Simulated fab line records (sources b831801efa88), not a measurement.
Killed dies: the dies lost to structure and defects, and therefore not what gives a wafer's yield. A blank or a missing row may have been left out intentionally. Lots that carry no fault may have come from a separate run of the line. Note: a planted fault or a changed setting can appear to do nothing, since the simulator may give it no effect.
fab line records / flow sky130 / part 2 of 2: steps 25 to 35 of 35
[record] lots = 5 wafers = 15 last-day = 50
route steps=708 shown LDD_P@258 LDD_HVN@267 LDD_HVP@278 LDD_LDN@289
lots that met no fault: from a run of the same line without faults
start-h: the number of hours between the record's first day and the start of the first shown wafer of the lot / wait-h: hours elapsed since this lot's preceding step / " same as the row above / L1.1+2: one row covering several wafers at once / - no value, or no start was given / * or withheld: withheld / < > ~ a bound
route shown NAME@n: names a module that has steps shown in the file, with the first one's number in the route / usual: mean/standard deviation of fault-free wafers / same: alike in all rows / chamber/n: place in a boat / sites: readings site by site / _std_site: the values' standard deviation / _edge_site: mean of outer sites minus mean of inner sites / radius-mm: how far each site lies from the wafer's centre / mask NAME#n: copy n / behind: the most recent tool/chamber to have shaped the wafer / hold: reason for holding the lot/hours on hold/outcome of the hold / device: the transistor (n, p or np) that didn't switch / end of line: the tests these same wafers got at the end of their route / a step with no rows: only its recipe / killed: the dies lost at the first sort to structure and to defects; this is not the yield of the wafer / map: a wafer's dies, marking killed ones x, the rest . and places with no die _
set.NAME: the setting the step ran with; set.NAME@STEP: the setting that earlier step ran with / model.NAME: the simulator's own value behind a step, which no gauge read
lots at selected steps of the route; one table per step, one row per wafer
services: a tool's chamber out of use, with start hour (start-h, from the record's first day; less than 0 if before it), hours out, and reason
[[steps]]
[step SKY_LDD_HVP_EXPOSE_04]
[recipe] mask-id = HVPTM na = 0.6 source-shape = conventional sigma-outer = 0.6 polarization = unpolarized target-cd-nm = 700 dose-mj = 86
[usual] stage-vel-mm-s = 500.02/0.24
lot.wafer=L081.2 tool=iline-stepper-01 chamber=0 start-h=- wait-h=- mask=HVPTM#0 stage-vel-mm-s=500.44
lot.wafer=L081.3 tool=iline-stepper-01 chamber=0 start-h=- wait-h=- mask=HVPTM#0 stage-vel-mm-s=500.19
lot.wafer=L081.5 tool=iline-stepper-01 chamber=0 start-h=- wait-h=- mask=HVPTM#0 stage-vel-mm-s=500.24
lot.wafer=L083.1 tool=iline-stepper-01 chamber=0 start-h=- wait-h=- mask=HVPTM#0 stage-vel-mm-s=500.20
lot.wafer=L083.3 tool=iline-stepper-01 chamber=0 start-h=- wait-h=- mask=HVPTM#0 stage-vel-mm-s=500.00
lot.wafer=L083.6 tool=iline-stepper-01 chamber=0 start-h=- wait-h=- mask=HVPTM#0 stage-vel-mm-s=500.21
lot.wafer=L085.1 tool=iline-stepper-02 chamber=0 start-h=- wait-h=- mask=HVPTM#0 stage-vel-mm-s=500.34
lot.wafer=L085.2 tool=iline-stepper-02 chamber=0 start-h=- wait-h=- mask=HVPTM#0 stage-vel-mm-s=499.96
lot.wafer=L085.6 tool=iline-stepper-02 chamber=0 start-h=- wait-h=- mask=HVPTM#0 stage-vel-mm-s=500.41
lot.wafer=L088.1 tool=iline-stepper-02 chamber=0 start-h=- wait-h=- mask=HVPTM#0 stage-vel-mm-s=499.51
lot.wafer=L088.4 tool=iline-stepper-02 chamber=0 start-h=- wait-h=- mask=HVPTM#0 stage-vel-mm-s=499.85
lot.wafer=L088.5 tool=iline-stepper-02 chamber=0 start-h=- wait-h=- mask=HVPTM#0 stage-vel-mm-s=499.54
lot.wafer=L097.1 tool=iline-stepper-02 chamber=0 start-h=- wait-h=- mask=HVPTM#0 stage-vel-mm-s=500.08
lot.wafer=L097.4 tool=iline-stepper-02 chamber=0 start-h=- wait-h=- mask=HVPTM#0 stage-vel-mm-s=500.09
lot.wafer=L097.5 tool=iline-stepper-02 chamber=0 start-h=- wait-h=- mask=HVPTM#0 stage-vel-mm-s=499.83
[step SKY_LDD_HVP_PEB_05]
[recipe] temp-c = withheld time-s = * resist = NOVOLAK
[usual] exhaust-pa = 45.1/0.94
lot.wafer=L081.2 tool=litho-track-04 chamber=0 start-h=- wait-h=- exhaust-pa=45.9
lot.wafer=L081.3 tool=litho-track-04 chamber=0 start-h=- wait-h=- exhaust-pa=45.0
lot.wafer=L081.5 tool=litho-track-04 chamber=0 start-h=- wait-h=- exhaust-pa=45.9
lot.wafer=L083.1 tool=litho-track-03 chamber=0 start-h=- wait-h=- exhaust-pa=44.8
lot.wafer=L083.3 tool=litho-track-03 chamber=0 start-h=- wait-h=- exhaust-pa=44.1
lot.wafer=L083.6 tool=litho-track-03 chamber=0 start-h=- wait-h=- exhaust-pa=44.0
lot.wafer=L085.1 tool=litho-track-02 chamber=0 start-h=- wait-h=- exhaust-pa=44.8
lot.wafer=L085.2 tool=litho-track-02 chamber=0 start-h=- wait-h=- exhaust-pa=44.7
lot.wafer=L085.6 tool=litho-track-02 chamber=0 start-h=- wait-h=- exhaust-pa=45.9
lot.wafer=L088.1 tool=litho-track-04 chamber=0 start-h=- wait-h=- exhaust-pa=45.1
lot.wafer=L088.4 tool=litho-track-04 chamber=0 start-h=- wait-h=- exhaust-pa=47.0
lot.wafer=L088.5 tool=litho-track-04 chamber=0 start-h=- wait-h=- exhaust-pa=45.2
lot.wafer=L097.1 tool=litho-track-04 chamber=0 start-h=- wait-h=- exhaust-pa=44.5
lot.wafer=L097.4 tool=litho-track-04 chamber=0 start-h=- wait-h=- exhaust-pa=44.8
lot.wafer=L097.5 tool=litho-track-04 chamber=0 start-h=- wait-h=- exhaust-pa=45.1
[step SKY_LDD_HVP_DEVELOP_06]
[recipe] resist = NOVOLAK developer = TMAH develop-time-s = 60 dev-temp-c = 23
[usual] exhaust-pa = 44.9/0.94
lot.wafer=L081.2 tool=litho-track-04 chamber=0 start-h=570.19 wait-h=0.1 exhaust-pa=45.0
lot.wafer=L081.3 tool=litho-track-04 chamber=0 start-h=570.19 wait-h=0.1 exhaust-pa=45.7
lot.wafer=L081.5 tool=litho-track-04 chamber=0 start-h=570.19 wait-h=0.1 exhaust-pa=45.0
lot.wafer=L083.1 tool=litho-track-03 chamber=0 start-h=593.29 wait-h=0.1 exhaust-pa=44.7
lot.wafer=L083.3 tool=litho-track-03 chamber=0 start-h=593.29 wait-h=0.1 exhaust-pa=44.2
lot.wafer=L083.6 tool=litho-track-03 chamber=0 start-h=593.29 wait-h=0.1 exhaust-pa=44.5
lot.wafer=L085.1 tool=litho-track-02 chamber=0 start-h=597.61 wait-h=0.1 exhaust-pa=43.8
lot.wafer=L085.2 tool=litho-track-02 chamber=0 start-h=597.61 wait-h=0.1 exhaust-pa=44.3
lot.wafer=L085.6 tool=litho-track-02 chamber=0 start-h=597.61 wait-h=0.1 exhaust-pa=43.1
lot.wafer=L088.1 tool=litho-track-04 chamber=0 start-h=630.11 wait-h=0.1 exhaust-pa=44.6
lot.wafer=L088.4 tool=litho-track-04 chamber=0 start-h=630.11 wait-h=0.1 exhaust-pa=43.8
lot.wafer=L088.5 tool=litho-track-04 chamber=0 start-h=630.11 wait-h=0.1 exhaust-pa=44.8
lot.wafer=L097.1 tool=litho-track-04 chamber=0 start-h=680.16 wait-h=0.1 exhaust-pa=45.0
lot.wafer=L097.4 tool=litho-track-04 chamber=0 start-h=680.16 wait-h=0.1 exhaust-pa=44.3
lot.wafer=L097.5 tool=litho-track-04 chamber=0 start-h=680.16 wait-h=0.1 exhaust-pa=44.4
[step SKY_LDD_HVP_OVL_MEAS_07]
[usual] LDD_HVP_OVL = 0.0/1.2
lot.wafer=L081.2 tool=overlay-01 chamber=- start-h=570.32 wait-h=0.1 LDD_HVP_OVL[nm]=1.9
lot.wafer=L081.3 tool=overlay-01 chamber=- start-h=570.32 wait-h=0.1 LDD_HVP_OVL[nm]=2.0
lot.wafer=L081.5 tool=overlay-01 chamber=- start-h=570.32 wait-h=0.1 LDD_HVP_OVL[nm]=0.7
lot.wafer=L083.1 tool=overlay-02 chamber=- start-h=593.44 wait-h=0.1 LDD_HVP_OVL[nm]=0.0
lot.wafer=L083.3 tool=overlay-02 chamber=- start-h=593.44 wait-h=0.1 LDD_HVP_OVL[nm]=0.6
lot.wafer=L083.6 tool=overlay-02 chamber=- start-h=593.44 wait-h=0.1 LDD_HVP_OVL[nm]=0.1
lot.wafer=L085.1 tool=overlay-01 chamber=- start-h=597.76 wait-h=0.1 LDD_HVP_OVL[nm]=0.2
lot.wafer=L085.2 tool=overlay-01 chamber=- start-h=597.76 wait-h=0.1 LDD_HVP_OVL[nm]=-1.6
lot.wafer=L085.6 tool=overlay-01 chamber=- start-h=597.76 wait-h=0.1 LDD_HVP_OVL[nm]=-1.0
lot.wafer=L088.1 tool=overlay-02 chamber=- start-h=630.26 wait-h=0.1 LDD_HVP_OVL[nm]=1.7
lot.wafer=L088.4 tool=overlay-02 chamber=- start-h=630.26 wait-h=0.1 LDD_HVP_OVL[nm]=2.2
lot.wafer=L088.5 tool=overlay-02 chamber=- start-h=630.26 wait-h=0.1 LDD_HVP_OVL[nm]=1.6
lot.wafer=L097.1 tool=overlay-02 chamber=- start-h=680.31 wait-h=0.1 LDD_HVP_OVL[nm]=-2.6
lot.wafer=L097.4 tool=overlay-02 chamber=- start-h=680.31 wait-h=0.1 LDD_HVP_OVL[nm]=-2.2
lot.wafer=L097.5 tool=overlay-02 chamber=- start-h=680.31 wait-h=0.1 LDD_HVP_OVL[nm]=-1.3
[step SKY_LDD_HVP_IMPLANT_08]
[recipe] species = B energy-kev = 20 dose-cm2 = 1.7e+13 tilt-deg = 17.9
[usual] beam-energy-keV = 20.002/0.0062
lot.wafer=L081.2 tool=implanter-02 chamber=0 start-h=570.37 wait-h=0.0 beam-energy-keV=19.999
lot.wafer=L081.3 tool=implanter-02 chamber=0 start-h=570.37 wait-h=0.0 beam-energy-keV=20.002
lot.wafer=L081.5 tool=implanter-02 chamber=0 start-h=570.37 wait-h=0.0 beam-energy-keV=20.003
lot.wafer=L083.1 tool=implanter-02 chamber=0 start-h=593.48 wait-h=0.0 beam-energy-keV=20.005
lot.wafer=L083.3 tool=implanter-02 chamber=0 start-h=593.48 wait-h=0.0 beam-energy-keV=19.996
lot.wafer=L083.6 tool=implanter-02 chamber=0 start-h=593.48 wait-h=0.0 beam-energy-keV=19.999
lot.wafer=L085.1 tool=implanter-04 chamber=0 start-h=597.79 wait-h=0.0 beam-energy-keV=20.002
lot.wafer=L085.2 tool=implanter-04 chamber=0 start-h=597.79 wait-h=0.0 beam-energy-keV=20.005
lot.wafer=L085.6 tool=implanter-04 chamber=0 start-h=597.79 wait-h=0.0 beam-energy-keV=20.001
lot.wafer=L088.1 tool=implanter-03 chamber=0 start-h=630.30 wait-h=0.0 beam-energy-keV=19.996
lot.wafer=L088.4 tool=implanter-03 chamber=0 start-h=630.30 wait-h=0.0 beam-energy-keV=20.000
lot.wafer=L088.5 tool=implanter-03 chamber=0 start-h=630.30 wait-h=0.0 beam-energy-keV=20.003
lot.wafer=L097.1 tool=implanter-04 chamber=0 start-h=680.35 wait-h=0.0 beam-energy-keV=20.004
lot.wafer=L097.4 tool=implanter-04 chamber=0 start-h=680.35 wait-h=0.0 beam-energy-keV=20.005
lot.wafer=L097.5 tool=implanter-04 chamber=0 start-h=680.35 wait-h=0.0 beam-energy-keV=20.004
[step SKY_LDD_HVP_STRIP_09]
[recipe] chemistry = O2/N2 power-w = 1400 pressure-mtorr = 1500 platen-temp-c = withheld o2-flow-sccm = 3000 n2-flow-sccm = 300 overash-fraction = 0.5
[usual] drypump-motor-current-A = 5.6/0.59 oes-product-au = 0.408/0.005 strip-time-to-endpoint-s = 4.134/0.013
lot.wafer=L081.2 tool=plasma-asher-01 chamber=0 start-h=570.50 wait-h=0.1 drypump-motor-current-A=5.8 oes-product-au=0.405 rf-hours-counter-h=15 strip-time-to-endpoint-s=4.134
lot.wafer=L081.3 tool=plasma-asher-01 chamber=0 start-h=570.50 wait-h=0.1 drypump-motor-current-A=5.8 oes-product-au=0.413 rf-hours-counter-h=- strip-time-to-endpoint-s=4.143
lot.wafer=L081.5 tool=plasma-asher-01 chamber=0 start-h=570.50 wait-h=0.1 drypump-motor-current-A=5.8 oes-product-au=0.412 rf-hours-counter-h=- strip-time-to-endpoint-s=4.139
lot.wafer=L083.1 tool=plasma-asher-02 chamber=0 start-h=593.63 wait-h=0.1 drypump-motor-current-A=6.6 oes-product-au=0.406 rf-hours-counter-h=49 strip-time-to-endpoint-s=4.129
lot.wafer=L083.3 tool=plasma-asher-02 chamber=1 start-h=593.63 wait-h=0.1 drypump-motor-current-A=5.7 oes-product-au=0.410 rf-hours-counter-h=- strip-time-to-endpoint-s=4.133
lot.wafer=L083.6 tool=plasma-asher-02 chamber=0 start-h=593.63 wait-h=0.1 drypump-motor-current-A=6.6 oes-product-au=0.404 rf-hours-counter-h=- strip-time-to-endpoint-s=4.127
lot.wafer=L085.1 tool=plasma-asher-02 chamber=1 start-h=597.94 wait-h=0.1 drypump-motor-current-A=5.7 oes-product-au=0.411 rf-hours-counter-h=50 strip-time-to-endpoint-s=4.137
lot.wafer=L085.2 tool=plasma-asher-02 chamber=0 start-h=597.94 wait-h=0.1 drypump-motor-current-A=6.7 oes-product-au=0.407 rf-hours-counter-h=50 strip-time-to-endpoint-s=4.129
lot.wafer=L085.6 tool=plasma-asher-02 chamber=1 start-h=597.94 wait-h=0.1 drypump-motor-current-A=5.7 oes-product-au=0.403 rf-hours-counter-h=- strip-time-to-endpoint-s=4.137
lot.wafer=L088.1 tool=plasma-asher-04 chamber=1 start-h=630.45 wait-h=0.1 drypump-motor-current-A=5.9 oes-product-au=0.406 rf-hours-counter-h=80 strip-time-to-endpoint-s=4.125
lot.wafer=L088.4 tool=plasma-asher-04 chamber=0 start-h=630.45 wait-h=0.1 drypump-motor-current-A=5.0 oes-product-au=0.410 rf-hours-counter-h=- strip-time-to-endpoint-s=4.118
lot.wafer=L088.5 tool=plasma-asher-04 chamber=0 start-h=630.45 wait-h=0.1 drypump-motor-current-A=5.0 oes-product-au=0.408 rf-hours-counter-h=- strip-time-to-endpoint-s=4.119
lot.wafer=L097.1 tool=plasma-asher-01 chamber=0 start-h=680.50 wait-h=0.1 drypump-motor-current-A=5.7 oes-product-au=0.404 rf-hours-counter-h=27 strip-time-to-endpoint-s=4.144
lot.wafer=L097.4 tool=plasma-asher-01 chamber=1 start-h=680.50 wait-h=0.1 drypump-motor-current-A=4.9 oes-product-au=0.413 rf-hours-counter-h=- strip-time-to-endpoint-s=4.140
lot.wafer=L097.5 tool=plasma-asher-01 chamber=0 start-h=680.50 wait-h=0.1 drypump-motor-current-A=5.7 oes-product-au=0.405 rf-hours-counter-h=- strip-time-to-endpoint-s=4.138
[step SKY_LDD_HVP_TW_MEAS_10]
[usual] LDD_HVP_TW = 451/5.5
lot.wafer=L081.2 tool=film-metro-02 chamber=- start-h=570.61 wait-h=0.1 LDD_HVP_TW=448
lot.wafer=L081.3 tool=film-metro-02 chamber=- start-h=570.61 wait-h=0.1 LDD_HVP_TW=452
lot.wafer=L081.5 tool=film-metro-02 chamber=- start-h=570.61 wait-h=0.1 LDD_HVP_TW=448
lot.wafer=L083.1 tool=film-metro-02 chamber=- start-h=593.73 wait-h=0.1 LDD_HVP_TW=452
lot.wafer=L083.3 tool=film-metro-02 chamber=- start-h=593.73 wait-h=0.1 LDD_HVP_TW=452
lot.wafer=L083.6 tool=film-metro-02 chamber=- start-h=593.73 wait-h=0.1 LDD_HVP_TW=455
lot.wafer=L085.1 tool=film-metro-04 chamber=- start-h=598.04 wait-h=0.1 LDD_HVP_TW=447
lot.wafer=L085.2 tool=film-metro-04 chamber=- start-h=598.04 wait-h=0.1 LDD_HVP_TW=448
lot.wafer=L085.6 tool=film-metro-04 chamber=- start-h=598.04 wait-h=0.1 LDD_HVP_TW=444
lot.wafer=L088.1 tool=film-metro-04 chamber=- start-h=630.55 wait-h=0.1 LDD_HVP_TW=442
lot.wafer=L088.4 tool=film-metro-04 chamber=- start-h=630.55 wait-h=0.1 LDD_HVP_TW=446
lot.wafer=L088.5 tool=film-metro-04 chamber=- start-h=630.55 wait-h=0.1 LDD_HVP_TW=445
lot.wafer=L097.1 tool=film-metro-02 chamber=- start-h=680.60 wait-h=0.1 LDD_HVP_TW=452
lot.wafer=L097.4 tool=film-metro-02 chamber=- start-h=680.60 wait-h=0.1 LDD_HVP_TW=452
lot.wafer=L097.5 tool=film-metro-02 chamber=- start-h=680.60 wait-h=0.1 LDD_HVP_TW=452
[step SKY_LDD_LDN_DEHYDRATE_00]
[recipe] temp-c = 200 time-s = 60
[usual] exhaust-pa = 45.0/0.82
lot.wafer=L081.2 tool=litho-track-01 chamber=0 start-h=584.84 wait-h=14.2 exhaust-pa=44.8
lot.wafer=L081.3 tool=litho-track-01 chamber=0 start-h=584.84 wait-h=14.2 exhaust-pa=44.7
lot.wafer=L081.5 tool=litho-track-01 chamber=0 start-h=584.84 wait-h=14.2 exhaust-pa=43.7
lot.wafer=L083.1 tool=litho-track-02 chamber=0 start-h=607.86 wait-h=14.1 exhaust-pa=43.9
lot.wafer=L083.3 tool=litho-track-02 chamber=0 start-h=607.86 wait-h=14.1 exhaust-pa=45.3
lot.wafer=L083.6 tool=litho-track-02 chamber=0 start-h=607.86 wait-h=14.1 exhaust-pa=44.2
lot.wafer=L085.1 tool=litho-track-04 chamber=0 start-h=611.96 wait-h=13.9 exhaust-pa=45.2
lot.wafer=L085.2 tool=litho-track-04 chamber=0 start-h=611.96 wait-h=13.9 exhaust-pa=44.6
lot.wafer=L085.6 tool=litho-track-04 chamber=0 start-h=611.96 wait-h=13.9 exhaust-pa=45.5
lot.wafer=L088.1 tool=litho-track-04 chamber=0 start-h=644.41 wait-h=13.9 exhaust-pa=43.9
lot.wafer=L088.4 tool=litho-track-04 chamber=0 start-h=644.41 wait-h=13.9 exhaust-pa=44.2
lot.wafer=L088.5 tool=litho-track-04 chamber=0 start-h=644.41 wait-h=13.9 exhaust-pa=44.3
lot.wafer=L097.1 tool=litho-track-02 chamber=0 start-h=693.36 wait-h=12.7 exhaust-pa=46.0
lot.wafer=L097.4 tool=litho-track-02 chamber=0 start-h=693.36 wait-h=12.7 exhaust-pa=46.6
lot.wafer=L097.5 tool=litho-track-02 chamber=0 start-h=693.36 wait-h=12.7 exhaust-pa=45.4
[step SKY_LDD_LDN_HMDS_01]
[recipe] prime-time-s = 60 prime-temp-c = 120
[usual] exhaust-pa = 45.0/0.86
lot.wafer=L081.2 tool=litho-track-01 chamber=0 start-h=584.99 wait-h=0.1 exhaust-pa=45.9
lot.wafer=L081.3 tool=litho-track-01 chamber=0 start-h=584.99 wait-h=0.1 exhaust-pa=45.8
lot.wafer=L081.5 tool=litho-track-01 chamber=0 start-h=584.99 wait-h=0.1 exhaust-pa=45.7
lot.wafer=L083.1 tool=litho-track-02 chamber=0 start-h=608.01 wait-h=0.1 exhaust-pa=45.7
lot.wafer=L083.3 tool=litho-track-02 chamber=0 start-h=608.01 wait-h=0.1 exhaust-pa=44.2
lot.wafer=L083.6 tool=litho-track-02 chamber=0 start-h=608.01 wait-h=0.1 exhaust-pa=44.4
lot.wafer=L085.1 tool=litho-track-04 chamber=0 start-h=612.11 wait-h=0.1 exhaust-pa=45.5
lot.wafer=L085.2 tool=litho-track-04 chamber=0 start-h=612.11 wait-h=0.1 exhaust-pa=44.3
lot.wafer=L085.6 tool=litho-track-04 chamber=0 start-h=612.11 wait-h=0.1 exhaust-pa=44.6
lot.wafer=L088.1 tool=litho-track-04 chamber=0 start-h=644.56 wait-h=0.1 exhaust-pa=46.4
lot.wafer=L088.4 tool=litho-track-04 chamber=0 start-h=644.56 wait-h=0.1 exhaust-pa=46.9
lot.wafer=L088.5 tool=litho-track-04 chamber=0 start-h=644.56 wait-h=0.1 exhaust-pa=46.6
lot.wafer=L097.1 tool=litho-track-02 chamber=0 start-h=693.51 wait-h=0.1 exhaust-pa=45.0
lot.wafer=L097.4 tool=litho-track-02 chamber=0 start-h=693.51 wait-h=0.1 exhaust-pa=44.7
lot.wafer=L097.5 tool=litho-track-02 chamber=0 start-h=693.51 wait-h=0.1 exhaust-pa=44.6
[step SKY_LDD_LDN_COAT_02]
[recipe] resist = NOVOLAK spin-rpm = 3000 resist-thk-nm = 1140
[usual] exhaust-pa = 45.0/0.9 spin-speed-rpm = 3000.6/1.9
lot.wafer=L081.2 tool=litho-track-01 chamber=0 start-h=585.14 wait-h=0.1 exhaust-pa=44.4 spin-speed-rpm=3003.0
lot.wafer=L081.3 tool=litho-track-01 chamber=0 start-h=585.14 wait-h=0.1 exhaust-pa=45.8 spin-speed-rpm=3003.8
lot.wafer=L081.5 tool=litho-track-01 chamber=0 start-h=585.14 wait-h=0.1 exhaust-pa=45.9 spin-speed-rpm=2999.4
lot.wafer=L083.1 tool=litho-track-02 chamber=0 start-h=608.16 wait-h=0.1 exhaust-pa=45.5 spin-speed-rpm=3000.2
lot.wafer=L083.3 tool=litho-track-02 chamber=0 start-h=608.16 wait-h=0.1 exhaust-pa=43.4 spin-speed-rpm=3002.0
lot.wafer=L083.6 tool=litho-track-02 chamber=0 start-h=608.16 wait-h=0.1 exhaust-pa=45.0 spin-speed-rpm=3002.4
lot.wafer=L085.1 tool=litho-track-04 chamber=0 start-h=612.26 wait-h=0.1 exhaust-pa=45.8 spin-speed-rpm=3000.5
lot.wafer=L085.2 tool=litho-track-04 chamber=0 start-h=612.26 wait-h=0.1 exhaust-pa=45.9 spin-speed-rpm=2998.5
lot.wafer=L085.6 tool=litho-track-04 chamber=0 start-h=612.26 wait-h=0.1 exhaust-pa=45.9 spin-speed-rpm=3001.3
lot.wafer=L088.1 tool=litho-track-04 chamber=0 start-h=644.71 wait-h=0.1 exhaust-pa=45.6 spin-speed-rpm=2998.8
lot.wafer=L088.4 tool=litho-track-04 chamber=0 start-h=644.71 wait-h=0.1 exhaust-pa=47.4 spin-speed-rpm=3000.3
lot.wafer=L088.5 tool=litho-track-04 chamber=0 start-h=644.71 wait-h=0.1 exhaust-pa=47.6 spin-speed-rpm=3000.2
lot.wafer=L097.1 tool=litho-track-02 chamber=0 start-h=693.66 wait-h=0.1 exhaust-pa=45.6 spin-speed-rpm=2998.5
lot.wafer=L097.4 tool=litho-track-02 chamber=0 start-h=693.66 wait-h=0.1 exhaust-pa=45.5 spin-speed-rpm=3002.4
lot.wafer=L097.5 tool=litho-track-02 chamber=0 start-h=693.66 wait-h=0.1 exhaust-pa=46.0 spin-speed-rpm=3001.0
[step SKY_LDD_LDN_SOFTBAKE_03]
[recipe] temp-c = 90 time-s = 60 resist = NOVOLAK
[usual] exhaust-pa = 45.1/0.86
lot.wafer=L081.2 tool=litho-track-01 chamber=0 start-h=585.29 wait-h=0.1 exhaust-pa=45.6
lot.wafer=L081.3 tool=litho-track-01 chamber=0 start-h=585.29 wait-h=0.1 exhaust-pa=45.0
lot.wafer=L081.5 tool=litho-track-01 chamber=0 start-h=585.29 wait-h=0.1 exhaust-pa=46.0
lot.wafer=L083.1 tool=litho-track-02 chamber=0 start-h=608.31 wait-h=0.1 exhaust-pa=45.1
lot.wafer=L083.3 tool=litho-track-02 chamber=0 start-h=608.31 wait-h=0.1 exhaust-pa=45.4
lot.wafer=L083.6 tool=litho-track-02 chamber=0 start-h=608.31 wait-h=0.1 exhaust-pa=45.3
lot.wafer=L085.1 tool=litho-track-04 chamber=0 start-h=612.41 wait-h=0.1 exhaust-pa=45.1
lot.wafer=L085.2 tool=litho-track-04 chamber=0 start-h=612.41 wait-h=0.1 exhaust-pa=44.9
lot.wafer=L085.6 tool=litho-track-04 chamber=0 start-h=612.41 wait-h=0.1 exhaust-pa=44.7
lot.wafer=L088.1 tool=litho-track-04 chamber=0 start-h=644.86 wait-h=0.1 exhaust-pa=45.9
lot.wafer=L088.4 tool=litho-track-04 chamber=0 start-h=644.86 wait-h=0.1 exhaust-pa=45.2
lot.wafer=L088.5 tool=litho-track-04 chamber=0 start-h=644.86 wait-h=0.1 exhaust-pa=47.3
lot.wafer=L097.1 tool=litho-track-02 chamber=0 start-h=693.81 wait-h=0.1 exhaust-pa=46.4
lot.wafer=L097.4 tool=litho-track-02 chamber=0 start-h=693.81 wait-h=0.1 exhaust-pa=43.8
lot.wafer=L097.5 tool=litho-track-02 chamber=0 start-h=693.81 wait-h=0.1 exhaust-pa=45.2
[[services]]
tool=implanter-01 chamber=- start-h=475.20 hours=4.2 kind=repair
tool=iline-stepper-01 chamber=- start-h=476.79 hours=1.7 kind=pm
tool=implanter-04 chamber=- start-h=478.18 hours=2.6 kind=repair
tool=implanter-02 chamber=- start-h=483.23 hours=3.7 kind=repair
tool=implanter-01 chamber=- start-h=484.25 hours=4.0 kind=pm
tool=implanter-01 chamber=- start-h=494.40 hours=14.4 kind=repair
tool=iline-stepper-02 chamber=- start-h=534.46 hours=2.8 kind=repair
tool=plasma-asher-04 chamber=- start-h=543.18 hours=0.8 kind=repair
tool=plasma-asher-03 chamber=- start-h=547.99 hours=54.4 kind=pm
tool=implanter-01 chamber=- start-h=551.37 hours=2.2 kind=repair
tool=implanter-04 chamber=- start-h=555.36 hours=6.8 kind=pm
tool=implanter-03 chamber=- start-h=582.61 hours=4.1 kind=pm
tool=iline-stepper-02 chamber=- start-h=595.94 hours=1.7 kind=pm
tool=plasma-asher-04 chamber=- start-h=599.26 hours=4.6 kind=repair
tool=implanter-01 chamber=- start-h=599.57 hours=2.0 kind=repair
tool=plasma-asher-02 chamber=- start-h=605.16 hours=0.5 kind=repair
tool=plasma-asher-04 chamber=- start-h=613.08 hours=0.8 kind=repair
tool=implanter-02 chamber=- start-h=618.46 hours=2.6 kind=repair
tool=plasma-asher-02 chamber=- start-h=621.26 hours=28.1 kind=pm
tool=implanter-04 chamber=- start-h=632.07 hours=3.4 kind=repair
tool=implanter-04 chamber=- start-h=635.49 hours=20.1 kind=pm
tool=implanter-03 chamber=- start-h=654.70 hours=1.1 kind=repair
tool=plasma-asher-03 chamber=- start-h=679.06 hours=3.1 kind=repair
tool=plasma-asher-02 chamber=- start-h=692.86 hours=2.8 kind=pm
